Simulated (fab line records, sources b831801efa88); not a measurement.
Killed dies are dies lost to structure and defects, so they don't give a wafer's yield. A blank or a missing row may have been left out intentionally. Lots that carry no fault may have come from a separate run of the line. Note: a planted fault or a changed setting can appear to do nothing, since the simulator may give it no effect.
fab line records :: flow sky130
record:
  lots: 6
  wafers: 18
  last-day: 51
route steps=708 shown GATE_OXIDE@199 POLY_GATE@204 RES_PROTECT@206
lots that met no fault: from a run of the same line without faults
start-h: hours from the record's first day to the start of the lot's first wafer shown :: wait-h: hours from the lot's prior step to this one :: " unchanged from the row above :: L1.1+2: one row covering several wafers at once :: - either no value or no given start :: * or withheld: withheld :: < > ~ a bound
route shown NAME@n: names a module that has steps shown in the file, with the first one's number in the route :: usual: mean and standard deviation over wafers with no fault :: same: alike in all rows :: chamber/n: place in a boat :: sites: per-site readings :: _std_site: the standard deviation of these :: _edge_site: inner sites' mean taken away from outer sites' mean :: radius-mm: how far each site lies from the wafer's centre :: mask NAME#n: copy n :: behind: the tool/chamber that last shaped the wafer :: hold: what put the lot on hold/how long, in hours/how the hold closed :: device: whichever transistor did not switch (one of n, p or np) :: end of line: at the end of the route, the tests of the same wafers :: a step without rows: its recipe alone :: killed: the dies lost at the first sort to structure and to defects; this is not the yield of the wafer :: map: the dies of a wafer, with x for killed, . for not killed, _ for no die there
set.NAME: the setting as run; set.NAME@STEP: as run at that earlier step :: model.NAME: the simulator's own value behind a step, which no gauge read
lots seen at some steps along the route; tables by step, rows by wafer
services: a tool's chamber out of use, with start hour (start-h, from the record's first day; less than 0 if before it), hours out, and reason
== steps ==
step: SKY_GATE_OXIDE_WET_ETCH_12
recipe:
  chemistry: dHF
  target-depth-nm: 16.8
  dry: n2-spin
  target: SiO2
  dilution: 100:1
  temp-c: 25
  time-s: 336
step: SKY_GATE_OXIDE_STRIP_13
recipe:
  chemistry: O2/N2
  power-w: 1400
  pressure-mtorr: 1500
  platen-temp-c: withheld
  o2-flow-sccm: 3000
  n2-flow-sccm: 300
  overash-fraction: 0.5
usual:
  drypump-motor-current-A: 5.65/0.2
  n2-flow-sccm: 299.9/0.78
  oes-product-au: 0.715/0.0051
  strip-time-to-endpoint-s: 14.16/0.041
lot.wafer: L521.1
tool: plasma-asher-04
chamber: 1
start-h: 384.22
wait-h: 0.0
drypump-motor-current-A: 5.64
n2-flow-sccm: 299.3
oes-product-au: 0.705
rf-hours-counter-h: 68
strip-time-to-endpoint-s: 14.11

lot.wafer: L521.5
tool: plasma-asher-04
chamber: 0
start-h: 384.22
wait-h: 0.0
drypump-motor-current-A: 5.73
n2-flow-sccm: 300.5
oes-product-au: 0.707
rf-hours-counter-h: -
strip-time-to-endpoint-s: 14.13

lot.wafer: L521.6
tool: plasma-asher-04
chamber: 1
start-h: 384.22
wait-h: 0.0
drypump-motor-current-A: 5.64
n2-flow-sccm: 300.0
oes-product-au: 0.717
rf-hours-counter-h: -
strip-time-to-endpoint-s: 14.16

lot.wafer: L528.2
tool: plasma-asher-04
chamber: 1
start-h: 439.57
wait-h: 0.0
drypump-motor-current-A: 5.62
n2-flow-sccm: 299.9
oes-product-au: 0.718
rf-hours-counter-h: 74
strip-time-to-endpoint-s: 14.14

lot.wafer: L528.3
tool: plasma-asher-04
chamber: 1
start-h: 439.57
wait-h: 0.0
drypump-motor-current-A: 5.64
n2-flow-sccm: 298.9
oes-product-au: 0.717
rf-hours-counter-h: -
strip-time-to-endpoint-s: 14.13

lot.wafer: L528.6
tool: plasma-asher-04
chamber: 1
start-h: 439.57
wait-h: 0.0
drypump-motor-current-A: 5.62
n2-flow-sccm: 298.6
oes-product-au: 0.716
rf-hours-counter-h: -
strip-time-to-endpoint-s: 14.09

lot.wafer: L529.2
tool: plasma-asher-03
chamber: 0
start-h: 452.19
wait-h: 0.0
drypump-motor-current-A: 5.93
n2-flow-sccm: 301.6
oes-product-au: 0.710
rf-hours-counter-h: 61
strip-time-to-endpoint-s: 14.18

lot.wafer: L529.3
tool: plasma-asher-03
chamber: 0
start-h: 452.19
wait-h: 0.0
drypump-motor-current-A: 5.93
n2-flow-sccm: 299.5
oes-product-au: 0.721
rf-hours-counter-h: -
strip-time-to-endpoint-s: 14.17

lot.wafer: L529.4
tool: plasma-asher-03
chamber: 1
start-h: 452.19
wait-h: 0.0
drypump-motor-current-A: 5.46
n2-flow-sccm: 300.3
oes-product-au: 0.716
rf-hours-counter-h: -
strip-time-to-endpoint-s: 14.16

lot.wafer: L531.1
tool: plasma-asher-03
chamber: 0
start-h: 462.02
wait-h: 0.0
drypump-motor-current-A: 5.91
n2-flow-sccm: 298.3
oes-product-au: 0.709
rf-hours-counter-h: 62
strip-time-to-endpoint-s: 14.15

lot.wafer: L531.2
tool: plasma-asher-03
chamber: 1
start-h: 462.02
wait-h: 0.0
drypump-motor-current-A: 5.49
n2-flow-sccm: 298.8
oes-product-au: 0.706
rf-hours-counter-h: 62
strip-time-to-endpoint-s: 14.15

lot.wafer: L531.6
tool: plasma-asher-03
chamber: 0
start-h: 462.02
wait-h: 0.0
drypump-motor-current-A: 5.92
n2-flow-sccm: 300.5
oes-product-au: 0.720
rf-hours-counter-h: -
strip-time-to-endpoint-s: 14.15

lot.wafer: L532.3
tool: plasma-asher-02
chamber: 0
start-h: 467.41
wait-h: 0.0
drypump-motor-current-A: 5.58
n2-flow-sccm: 300.0
oes-product-au: 0.726
rf-hours-counter-h: -
strip-time-to-endpoint-s: 14.14

lot.wafer: L532.4
tool: plasma-asher-02
chamber: 1
start-h: 467.41
wait-h: 0.0
drypump-motor-current-A: 5.31
n2-flow-sccm: 299.7
oes-product-au: 0.720
rf-hours-counter-h: -
strip-time-to-endpoint-s: 14.11

lot.wafer: L532.5
tool: plasma-asher-02
chamber: 1
start-h: 467.41
wait-h: 0.0
drypump-motor-current-A: 5.32
n2-flow-sccm: 300.4
oes-product-au: 0.716
rf-hours-counter-h: -
strip-time-to-endpoint-s: 14.17

lot.wafer: L535.1
tool: plasma-asher-03
chamber: 1
start-h: 497.37
wait-h: 0.0
drypump-motor-current-A: 5.47
n2-flow-sccm: 300.9
oes-product-au: 0.714
rf-hours-counter-h: 65
strip-time-to-endpoint-s: 14.19

lot.wafer: L535.3
tool: plasma-asher-03
chamber: 0
start-h: 497.37
wait-h: 0.0
drypump-motor-current-A: 5.95
n2-flow-sccm: 300.9
oes-product-au: 0.717
rf-hours-counter-h: -
strip-time-to-endpoint-s: 14.19

lot.wafer: L535.6
tool: plasma-asher-03
chamber: 0
start-h: 497.37
wait-h: 0.0
drypump-motor-current-A: 5.92
n2-flow-sccm: 299.7
oes-product-au: 0.707
rf-hours-counter-h: -
strip-time-to-endpoint-s: 14.18
step: SKY_GATE_OXIDE_TW_MEAS_14
usual:
  GATE_OXIDE_TW: 223.3/2.7
lot.wafer: L521.1
tool: film-metro-03
chamber: -
start-h: 384.32
wait-h: 0.1
GATE_OXIDE_TW: 220.2

lot.wafer: L521.5
tool: film-metro-03
chamber: -
start-h: 384.32
wait-h: 0.1
GATE_OXIDE_TW: 220.3

lot.wafer: L521.6
tool: film-metro-03
chamber: -
start-h: 384.32
wait-h: 0.1
GATE_OXIDE_TW: 219.0

lot.wafer: L528.2
tool: film-metro-03
chamber: -
start-h: 439.68
wait-h: 0.1
GATE_OXIDE_TW: 219.5

lot.wafer: L528.3
tool: film-metro-03
chamber: -
start-h: 439.68
wait-h: 0.1
GATE_OXIDE_TW: 219.8

lot.wafer: L528.6
tool: film-metro-03
chamber: -
start-h: 439.68
wait-h: 0.1
GATE_OXIDE_TW: 219.3

lot.wafer: L529.2
tool: film-metro-01
chamber: -
start-h: 452.30
wait-h: 0.1
GATE_OXIDE_TW: 223.2

lot.wafer: L529.3
tool: film-metro-01
chamber: -
start-h: 452.30
wait-h: 0.1
GATE_OXIDE_TW: 223.2

lot.wafer: L529.4
tool: film-metro-01
chamber: -
start-h: 452.30
wait-h: 0.1
GATE_OXIDE_TW: 224.3

lot.wafer: L531.1
tool: film-metro-03
chamber: -
start-h: 462.12
wait-h: 0.1
GATE_OXIDE_TW: 218.9

lot.wafer: L531.2
tool: film-metro-03
chamber: -
start-h: 462.12
wait-h: 0.1
GATE_OXIDE_TW: 219.6

lot.wafer: L531.6
tool: film-metro-03
chamber: -
start-h: 462.12
wait-h: 0.1
GATE_OXIDE_TW: 219.3

lot.wafer: L532.3
tool: film-metro-03
chamber: -
start-h: 467.49
wait-h: 0.1
GATE_OXIDE_TW: 219.8

lot.wafer: L532.4
tool: film-metro-03
chamber: -
start-h: 467.49
wait-h: 0.1
GATE_OXIDE_TW: 219.4

lot.wafer: L532.5
tool: film-metro-03
chamber: -
start-h: 467.49
wait-h: 0.1
GATE_OXIDE_TW: 220.6

lot.wafer: L535.1
tool: film-metro-01
chamber: -
start-h: 497.47
wait-h: 0.1
GATE_OXIDE_TW: 226.1

lot.wafer: L535.3
tool: film-metro-01
chamber: -
start-h: 497.47
wait-h: 0.1
GATE_OXIDE_TW: 225.4

lot.wafer: L535.6
tool: film-metro-01
chamber: -
start-h: 497.47
wait-h: 0.1
GATE_OXIDE_TW: 225.8
step: SKY_GATE_OXIDE_CLEAN_15
recipe:
  chemistry: SC1/SC2
  mix: 1:4:20
  temp-c: 70
  time-s: 150
  dry: n2-spin
step: SKY_GATE_OXIDE_OXIDATION_16
recipe:
  temp-c: 800
  ambient: O2
  idle-temp-c: 700
  ramp-up-c-per-min: 10
  ramp-down-c-per-min: 3
  stabilise-s: 600
  purge-s: 300
  target-thk-a: 35.7
  ox-time-s: 1915
step: SKY_POLY_GATE_CVD_00
recipe:
  material: poly-Si
  target-thk-nm: 180
  temp-c: 620
  time-s: 720
  pressure-mtorr: 200
step: SKY_POLY_GATE_THK_MEAS_01
recipe:
  reads: poly-Si_of_POLY_GATE_CVD_00
usual:
  POLY_GATE_CVD_00_THK: 179.4/2.1
lot.wafer: L521.1
tool: film-metro-04
chamber: -
start-h: 393.05
wait-h: 0.0
POLY_GATE_CVD_00_THK[nm]: 179.9

lot.wafer: L521.5
tool: film-metro-04
chamber: -
start-h: 393.05
wait-h: 0.0
POLY_GATE_CVD_00_THK[nm]: 180.0

lot.wafer: L521.6
tool: film-metro-04
chamber: -
start-h: 393.05
wait-h: 0.0
POLY_GATE_CVD_00_THK[nm]: 179.9

lot.wafer: L528.2
tool: film-metro-02
chamber: -
start-h: 442.53
wait-h: 0.0
POLY_GATE_CVD_00_THK[nm]: 180.7

lot.wafer: L528.3
tool: film-metro-02
chamber: -
start-h: 442.53
wait-h: 0.0
POLY_GATE_CVD_00_THK[nm]: 182.0

lot.wafer: L528.6
tool: film-metro-02
chamber: -
start-h: 442.53
wait-h: 0.0
POLY_GATE_CVD_00_THK[nm]: 182.8

lot.wafer: L529.2
tool: film-metro-03
chamber: -
start-h: 455.19
wait-h: 0.0
POLY_GATE_CVD_00_THK[nm]: 180.2

lot.wafer: L529.3
tool: film-metro-03
chamber: -
start-h: 455.19
wait-h: 0.0
POLY_GATE_CVD_00_THK[nm]: 180.0

lot.wafer: L529.4
tool: film-metro-03
chamber: -
start-h: 455.19
wait-h: 0.0
POLY_GATE_CVD_00_THK[nm]: 180.6

lot.wafer: L531.1
tool: film-metro-03
chamber: -
start-h: 465.16
wait-h: 0.0
POLY_GATE_CVD_00_THK[nm]: 178.1

lot.wafer: L531.2
tool: film-metro-03
chamber: -
start-h: 465.16
wait-h: 0.0
POLY_GATE_CVD_00_THK[nm]: 178.2

lot.wafer: L531.6
tool: film-metro-03
chamber: -
start-h: 465.16
wait-h: 0.0
POLY_GATE_CVD_00_THK[nm]: 177.7

lot.wafer: L532.3
tool: film-metro-03
chamber: -
start-h: 470.99
wait-h: 0.0
POLY_GATE_CVD_00_THK[nm]: 180.5

lot.wafer: L532.4
tool: film-metro-03
chamber: -
start-h: 470.99
wait-h: 0.0
POLY_GATE_CVD_00_THK[nm]: 181.8

lot.wafer: L532.5
tool: film-metro-03
chamber: -
start-h: 470.99
wait-h: 0.0
POLY_GATE_CVD_00_THK[nm]: 181.3

lot.wafer: L535.1
tool: film-metro-03
chamber: -
start-h: 500.31
wait-h: 0.0
POLY_GATE_CVD_00_THK[nm]: 183.4

lot.wafer: L535.3
tool: film-metro-03
chamber: -
start-h: 500.31
wait-h: 0.0
POLY_GATE_CVD_00_THK[nm]: 183.3

lot.wafer: L535.6
tool: film-metro-03
chamber: -
start-h: 500.31
wait-h: 0.0
POLY_GATE_CVD_00_THK[nm]: 183.3
step: SKY_RES_PROTECT_DEHYDRATE_00
recipe:
  temp-c: 200
  time-s: 60
step: SKY_RES_PROTECT_HMDS_01
recipe:
  prime-time-s: 60
  prime-temp-c: 120
step: SKY_RES_PROTECT_COAT_02
recipe:
  resist: NOVOLAK
  spin-rpm: 3000
  resist-thk-nm: 1140
step: SKY_RES_PROTECT_SOFTBAKE_03
recipe:
  temp-c: 90
  time-s: 60
  resist: NOVOLAK
step: SKY_RES_PROTECT_EXPOSE_04
recipe:
  mask-id: RPM
  na: 0.6
  source-shape: conventional
  sigma-outer: 0.6
  polarization: unpolarized
  target-cd-nm: 1270
  dose-mj: 131
step: SKY_RES_PROTECT_PEB_05
recipe:
  temp-c: withheld
  time-s: *
  resist: NOVOLAK
usual:
  chill-plate-temp-C: *
  exhaust-pa: 45.2/0.98
  resist-line-temp-C: *
  time-s: *
lot.wafer: L521.1
tool: litho-track-04
chamber: 0
start-h: 422.58
wait-h: -
chill-plate-temp-C: *
exhaust-pa: 44.1
resist-line-temp-C: *
time-s: *

lot.wafer: L521.5
tool: litho-track-04
chamber: 0
start-h: 422.58
wait-h: -
chill-plate-temp-C: *
exhaust-pa: 45.9
resist-line-temp-C: *
time-s: *

lot.wafer: L521.6
tool: litho-track-04
chamber: 0
start-h: 422.58
wait-h: -
chill-plate-temp-C: *
exhaust-pa: 43.6
resist-line-temp-C: *
time-s: *

lot.wafer: L528.2
tool: litho-track-01
chamber: 0
start-h: 473.96
wait-h: -
chill-plate-temp-C: *
exhaust-pa: 44.8
resist-line-temp-C: *
time-s: *

lot.wafer: L528.3
tool: litho-track-01
chamber: 0
start-h: 473.96
wait-h: -
chill-plate-temp-C: *
exhaust-pa: 45.2
resist-line-temp-C: *
time-s: *

lot.wafer: L528.6
tool: litho-track-01
chamber: 0
start-h: 473.96
wait-h: -
chill-plate-temp-C: *
exhaust-pa: 44.6
resist-line-temp-C: *
time-s: *

lot.wafer: L529.2
tool: litho-track-04
chamber: -
start-h: 485.50
wait-h: -
chill-plate-temp-C: -
exhaust-pa: -
resist-line-temp-C: -
time-s: -

lot.wafer: L529.3
tool: litho-track-04
chamber: -
start-h: 485.50
wait-h: -
chill-plate-temp-C: -
exhaust-pa: -
resist-line-temp-C: -
time-s: -

lot.wafer: L529.4
tool: litho-track-04
chamber: -
start-h: 485.50
wait-h: -
chill-plate-temp-C: -
exhaust-pa: -
resist-line-temp-C: -
time-s: -

lot.wafer: L531.1
tool: litho-track-01
chamber: -
start-h: 493.93
wait-h: -
chill-plate-temp-C: -
exhaust-pa: -
resist-line-temp-C: -
time-s: -

lot.wafer: L531.2
tool: litho-track-01
chamber: -
start-h: 493.93
wait-h: -
chill-plate-temp-C: -
exhaust-pa: -
resist-line-temp-C: -
time-s: -

lot.wafer: L531.6
tool: litho-track-01
chamber: -
start-h: 493.93
wait-h: -
chill-plate-temp-C: -
exhaust-pa: -
resist-line-temp-C: -
time-s: -

lot.wafer: L532.3
tool: litho-track-01
chamber: 0
start-h: 498.98
wait-h: -
chill-plate-temp-C: *
exhaust-pa: 44.3
resist-line-temp-C: *
time-s: *

lot.wafer: L532.4
tool: litho-track-01
chamber: 0
start-h: 498.98
wait-h: -
chill-plate-temp-C: *
exhaust-pa: 44.9
resist-line-temp-C: *
time-s: *

lot.wafer: L532.5
tool: litho-track-01
chamber: 0
start-h: 498.98
wait-h: -
chill-plate-temp-C: *
exhaust-pa: 44.9
resist-line-temp-C: *
time-s: *

lot.wafer: L535.1
tool: litho-track-04
chamber: 0
start-h: 524.98
wait-h: -
chill-plate-temp-C: *
exhaust-pa: 43.4
resist-line-temp-C: *
time-s: *

lot.wafer: L535.3
tool: litho-track-04
chamber: 0
start-h: 524.98
wait-h: -
chill-plate-temp-C: *
exhaust-pa: 43.6
resist-line-temp-C: *
time-s: *

lot.wafer: L535.6
tool: litho-track-04
chamber: 0
start-h: 524.98
wait-h: -
chill-plate-temp-C: *
exhaust-pa: 44.2
resist-line-temp-C: *
time-s: *
step: SKY_RES_PROTECT_DEVELOP_06
recipe:
  resist: NOVOLAK
  developer: TMAH
  develop-time-s: 60
  dev-temp-c: 23
== services ==
tool: plasma-asher-04
chamber: -
start-h: 363.80
hours: 2.8
kind: pm

tool: plasma-asher-02
chamber: -
start-h: 395.66
hours: 1.2
kind: repair

tool: plasma-asher-03
chamber: -
start-h: 413.54
hours: 2.4
kind: repair

tool: plasma-asher-02
chamber: -
start-h: 421.29
hours: 9.0
kind: pm

tool: plasma-asher-02
chamber: 0
start-h: 421.29
hours: 9.0
kind: vent-cycle

tool: plasma-asher-02
chamber: 1
start-h: 421.29
hours: 9.0
kind: vent-cycle

tool: plasma-asher-03
chamber: -
start-h: 427.38
hours: 8.4
kind: repair

tool: plasma-asher-02
chamber: 0
start-h: 430.29
hours: -
kind: clean

tool: plasma-asher-02
chamber: 1
start-h: 430.29
hours: -
kind: clean

tool: plasma-asher-03
chamber: -
start-h: 442.40
hours: 8.4
kind: pm

tool: plasma-asher-03
chamber: -
start-h: 477.62
hours: 4.3
kind: pm

tool: litho-track-04
chamber: -
start-h: 478.92
hours: -
kind: consumable-replace:filter

tool: litho-track-01
chamber: -
start-h: 501.39
hours: -
kind: consumable-replace:filter
== key ==
first-sign:
  step: SKY_RES_PROTECT_PEB_05
  reading: tool-record
  direction: missing
effect none on later readings
met-at SKY_RES_PROTECT_PEB_05
struck-wafers L529.2,L529.3,L529.4,L531.1,L531.2,L531.6
sort-left-out L529.2,L529.3,L529.4,L531.1,L531.2,L531.6
tester-left-out L529,L531
onset-between 473.96 485.50
fault:
  kind: skipped-step-whole
  tool: litho-track-01,litho-track-04
  chamber: -
  onset-h: 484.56
  steps: SKY_RES_PROTECT_PEB_05
  scope: struck-lots-only
tester-left-out: of these lots the tester's yield and bins aren't shown, on N5 and GAA mostly nor the transistor test; their killed dies are dies lost to structure and defects alone, not to doping, threshold or leakage, so they don't give the yield
sort-left-out: the simulated sort isn't trusted on such a fault, so these wafers' sort isn't shown, and their yield isn't known
